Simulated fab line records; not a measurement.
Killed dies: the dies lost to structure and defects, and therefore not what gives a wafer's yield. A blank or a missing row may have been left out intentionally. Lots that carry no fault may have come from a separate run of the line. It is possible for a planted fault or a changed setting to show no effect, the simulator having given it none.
Split-lot trial    flow gf180mcu    on a route of 602 steps: 5 lots, 23 wafers read

## THE SPLIT
At GF_NWELL_COAT_02 (resist thk 3000 nm), the setting spin-rpm was moved away from the recipe's 2000 rpm on 10 of the 23 wafers read, by -3.2% to +7.5%. This setting was run at the recipe's value on the other wafers.

## FROM THE SPLIT TO THE READING: what the file shows between them, 3 steps
- GF_NWELL_SOFTBAKE_03
- GF_NWELL_EXPOSE_04: exposes mask Nwell, target cd 860 nm
- GF_NWELL_PEB_05

## THE READING
NWELL.cd-nm (the simulator's own value, which no gauge read), in nm, at GF_NWELL_DEVELOP_06 (develop time 58.02 s). The file gives no usual value for it. Here, 13 wafers ran the recipe; their average is 847.8 nm with a standard deviation of 5.2 nm.

wafer   tool, chamber at the split  spin-rpm as run, rpm  against the recipe  NWELL.cd-nm, nm  against lot-mates on the recipe
L076.1  litho-track-02, 0           2000                  recipe              840.8            -
L076.2  litho-track-02, 0           2000                  recipe              842.2            -
L076.3  litho-track-02, 0           1960                  -2.0%               841.4            +0.0
L076.4  litho-track-02, 0           2000                  recipe              841.1            -
L076.6  litho-track-02, 0           1960                  -2.0%               840.4            -1.0
L079.2  litho-track-03, 0           2000                  recipe              854.9            -
L079.4  litho-track-03, 0           2000                  recipe              854.9            -
L079.5  litho-track-03, 0           2000                  recipe              853              -
L081.1  litho-track-04, 0           1935                  -3.2%               838.4            -4.0
L081.2  litho-track-04, 0           1935                  -3.2%               839.3            -3.1
L081.3  litho-track-04, 0           1935                  -3.2%               841.3            -1.1
L081.4  litho-track-04, 0           2000                  recipe              843.5            -
L081.6  litho-track-04, 0           2000                  recipe              841.3            -
L080.1  litho-track-03, 0           2000                  recipe              851.6            -
L080.2  litho-track-03, 0           2000                  recipe              850.5            -
L080.3  litho-track-03, 0           2116                  +5.8%               855.7            +4.4
L080.5  litho-track-03, 0           2116                  +5.8%               857              +5.7
L080.6  litho-track-03, 0           2000                  recipe              851.7            -
L083.1  litho-track-02, 0           2150                  +7.5%               855.7            +7.8
L083.2  litho-track-02, 0           2000                  recipe              847.2            -
L083.4  litho-track-02, 0           2150                  +7.5%               855              +7.0
L083.5  litho-track-02, 0           2000                  recipe              848.7            -
L083.6  litho-track-02, 0           2150                  +7.5%               854.1            +6.1

THE FIT
A straight line over all 23 wafers: NWELL.cd-nm changes by +1.42 nm for each +1% of spin-rpm; r = +0.74; the points scatter about the line by 4.5 nm.
The same after taking each lot's own level away (the mean of its wafers on the recipe; 23 wafers): +0.874 nm for each +1%; r = +0.96; scatter 0.93 nm.
That fit puts the effect of the largest move of spin-rpm on the reading at 6.6 nm.
Across the lots, their own levels run from 841.37 to 854.27 nm, a range of 2.5 times the standard deviation given above.
So the lot-to-lot level blurs the effect unless lot-mates are compared.
Check: for one of the wafers moved furthest among these (+7.5%), held out of the fit, the line's prediction against its lot-mates is +6.46 nm. It came out at +7.75 nm against them.

## ADDITIONAL SPLITS CARRIED BY THESE WAFERS
Other splits were also applied to these wafers ahead of the reading. Each is held against what the fit with the lots' levels taken away leaves over:
other split on the same wafers  wafers away from the commonest value  r with NWELL.cd-nm (lot level and that fit taken away)
GF_STI_OXIDATION_01 ox-time-s   15                                    -0.20
GF_STI_WET_ETCH_17 time-s       10                                    +0.09
GF_STI_WET_ETCH_26 time-s       18                                    +0.08
GF_DNWELL_IMPLANT_07 dose-cm2   9                                     +0.06

## THE WHOLE CHAIN: every reading that the file lists as answering this split, in the file's order
step                 what it does          reading                                                                        change (the file's fit)               r (the file's)
GF_NWELL_COAT_02     resist thk 3000 nm    coat_of_NWELL_COAT_02.thk-nm (the simulator's own value, which no gauge read)  -14.9 nm for each +1% of the setting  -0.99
GF_NWELL_DEVELOP_06  develop time 58.02 s  NWELL.cd-nm (the simulator's own value, which no gauge read)                   +0.88 nm for each +1% of the setting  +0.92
GF_NWELL_STRIP_10    strips in O2/N2       strip-time-to-endpoint-s                                                       withheld for each +1% of the setting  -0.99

## THE FILE'S OWN FIT
NWELL.cd-nm changes by +0.88 nm for each +1% of spin-rpm, r = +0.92.
